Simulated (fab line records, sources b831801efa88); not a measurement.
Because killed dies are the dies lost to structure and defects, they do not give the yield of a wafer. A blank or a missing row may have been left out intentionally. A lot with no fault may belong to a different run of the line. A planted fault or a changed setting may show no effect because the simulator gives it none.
Chamber matching / flow sky130 / SKY_POLY_CUT_ETCH_11 on rie_diel-04: 4 sister chambers
The step etches Si3N4 in CF4/CH2F2/Ar, stops on poly-Si, time 42.5 s, target depth 60 nm. 8 wafers are shown with their chamber, then 7 later ones without.

WAFERS, EACH WITH ITS CHAMBER
wafer=L999.5; chamber=3; drypump_motor_current_A (A)=5.8; throttle_valve_pct (%)=14.997
wafer=L102.3; chamber=3; drypump_motor_current_A (A)=5.9; throttle_valve_pct (%)=15.006
wafer=L102.4; chamber=2; drypump_motor_current_A (A)=6.2; throttle_valve_pct (%)=14.988
wafer=L105.1; chamber=1; drypump_motor_current_A (A)=5.8; throttle_valve_pct (%)=14.998
wafer=L105.3; chamber=0; drypump_motor_current_A (A)=5.5; throttle_valve_pct (%)=14.975
wafer=L105.5; chamber=0; drypump_motor_current_A (A)=5.5; throttle_valve_pct (%)=14.989
wafer=L106.2; chamber=2; drypump_motor_current_A (A)=6.2; throttle_valve_pct (%)=14.992
wafer=L106.3; chamber=1; drypump_motor_current_A (A)=5.8; throttle_valve_pct (%)=14.977

WAFERS MISSING THEIR CHAMBER
wafer=L106.6; drypump_motor_current_A (A)=5.8; throttle_valve_pct (%)=14.992
wafer=L107.2; drypump_motor_current_A (A)=6.2; throttle_valve_pct (%)=14.972
wafer=L107.5; drypump_motor_current_A (A)=6.2; throttle_valve_pct (%)=15.000
wafer=L107.6; drypump_motor_current_A (A)=5.9; throttle_valve_pct (%)=14.985
wafer=L114.2; drypump_motor_current_A (A)=5.8; throttle_valve_pct (%)=14.988
wafer=L114.4; drypump_motor_current_A (A)=5.8; throttle_valve_pct (%)=14.992
wafer=L114.6; drypump_motor_current_A (A)=5.5; throttle_valve_pct (%)=14.993

WHICH CHAMBER EACH WENT THROUGH
wafer=L106.6; from the rows above=can't be placed: 1 or 3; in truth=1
wafer=L107.2; from the rows above=2; in truth=2
wafer=L107.5; from the rows above=2; in truth=2
wafer=L107.6; from the rows above=can't be placed: 3 or 1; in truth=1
wafer=L114.2; from the rows above=can't be placed: 1 or 3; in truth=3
wafer=L114.4; from the rows above=can't be placed: 1 or 3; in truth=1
wafer=L114.6; from the rows above=0; in truth=0
Correctly placed: 3 of 7. Cannot be placed on the basis of these rows: 4; the candidates contain the true chamber in 4. Number placed wrongly: 0.
How it was worked out, from the rows above alone: a wafer's distance from a chamber is the root of the sum, over the readings, of the square of ((its reading less the chamber's mean) divided by the reading's scatter). If the next closest chamber is less than 2 further off than the closest, the wafer can't be placed; otherwise it belongs to the closest. For every chamber, the mean is computed from those of its wafers that are shown. The scatter is the square root of a quotient: the sum, over the shown wafers, of each reading's squared deviation from its chamber's mean, divided by wafers minus chambers.
